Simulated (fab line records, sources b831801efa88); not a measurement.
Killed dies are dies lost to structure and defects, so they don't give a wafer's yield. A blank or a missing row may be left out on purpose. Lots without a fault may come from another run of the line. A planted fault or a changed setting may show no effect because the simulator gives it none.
Which tool did it? | flow sky130 | 13 lots, 39 wafers sampled, at 2 steps of a route of 708

WHAT THE GAUGES READ, wafer by wafer
SKY_VIA4_OVL_MEAS_11. Usual: VIA4_OVL 0.7 nm, standard deviation 1.8.
lot  | measured     | on         | VIA4_OVL (nm)  | flag
L648 | day 42 13:04 | overlay-01 | -0.7 2.0 -0.5  |
L651 | day 43 16:35 | overlay-01 | -0.8 -0.5 -1.5 |
L649 | day 43 14:32 | overlay-01 | 0.6 0.7 0.5    |
L650 | day 43 17:53 | overlay-02 | 1.2 -0.3 1.6   |
L652 | day 44 02:34 | overlay-01 | 0.1 3.9 3.1    |
L653 | day 44 03:32 | overlay-01 | 3.8 2.6 2.8    |
L654 | day 44 08:33 | overlay-01 | 1.0 -0.1 1.3   |
L656 | day 45 01:50 | overlay-02 | 0.8 2.6 0.6    |
L659 | day 45 23:26 | overlay-01 | -2.1 -4.2 -1.1 |
L660 | day 46 00:41 | overlay-01 | 2.6 2.9 3.9    |
L665 | day 47 19:02 | overlay-01 | 0.7 1.7 1.3    |
L670 | day 48 20:47 | overlay-02 | -0.4 -0.5 0.2  |
L669 | day 49 00:08 | overlay-01 | 1.4 1.1 1.1    |

WHICH TOOL RAN EACH LOT (tool, then ch and the chambers of the sampled wafers, then the start)
lot  | SKY_RES_XHIGH_EXPOSE_04
L648 | iline_stepper-02 ch 0, day 25 19:27
L651 | iline_stepper-01 ch 0, day 27 03:07
L649 | iline_stepper-02 ch 0, day 27 03:25
L650 | iline_stepper-01 ch 0, day 27 03:44
L652 | iline_stepper-02 ch 0, day 27 15:10
L653 | iline_stepper-01 ch 0, day 27 19:05
L654 | iline_stepper-01 ch 0, day 28 02:12
L656 | iline_stepper-02 ch 0, day 28 19:31
L659 | iline_stepper-02 ch 0, day 30 01:36
L660 | iline_stepper-01 ch 0, day 30 09:05
L665 | iline_stepper-02 ch 0, day 32 08:32
L670 | iline_stepper-02 ch 0, day 34 05:17
L669 | iline_stepper-02 ch 0, day 34 05:38
- SKY_RES_XHIGH_EXPOSE_04: exposes mask URPM, target cd 1270 nm.

WHAT THE TOOLS THEMSELVES READ (means of the sampled wafers that have a number; where no wafer has one, the mark that the record gives instead)
SKY_RES_XHIGH_EXPOSE_04. Usual: exposure_dose_mJ_cm2 140.00, standard deviation 0.14; reticle_temp_C 22.99 C, standard deviation 0.1.
lot  | tool             | exposure_dose_mJ_cm2 | reticle_temp_C (C) | flag
L648 | iline_stepper-02 | 139.90               | 23.03              |
L651 | iline_stepper-01 | 140.08               | 23.03              |
L649 | iline_stepper-02 | 139.97               | 22.76              |
L650 | iline_stepper-01 | 139.65               | 22.95              |
L652 | iline_stepper-02 | 139.84               | 23.03              |
L653 | iline_stepper-01 | 140.02               | 23.08              |
L654 | iline_stepper-01 | 140.01               | 23.03              |
L656 | iline_stepper-02 | 139.97               | 23.14              |
L659 | iline_stepper-02 | 139.99               | 22.94              |
L660 | iline_stepper-01 | 140.04               | 22.98              |
L665 | iline_stepper-02 | 139.97               | 22.85              |
L670 | iline_stepper-02 | 140.01               | 22.95              |
L669 | iline_stepper-02 | 140.09               | 23.14              |

THE ANSWER, worked out from the rows above alone
Rule: a lot is off if the mean of its wafers that have a number lies more than 3 standard deviations from the usual mean. A lot without any number at a reading at which 4 lots or more have one is off too. The other lots that the step has rows for count as sound. The gauges are gone through in route order, then the tools' own readings, and for those a lot's mean is taken as printed above. The first step at which some lot is off is used, and at that step the reading that is off furthest; a lot without a number counts as furthest.
No lot is off at any reading shown: from this, nothing can be told.

WHAT THE SIMULATOR HAD PUT IN
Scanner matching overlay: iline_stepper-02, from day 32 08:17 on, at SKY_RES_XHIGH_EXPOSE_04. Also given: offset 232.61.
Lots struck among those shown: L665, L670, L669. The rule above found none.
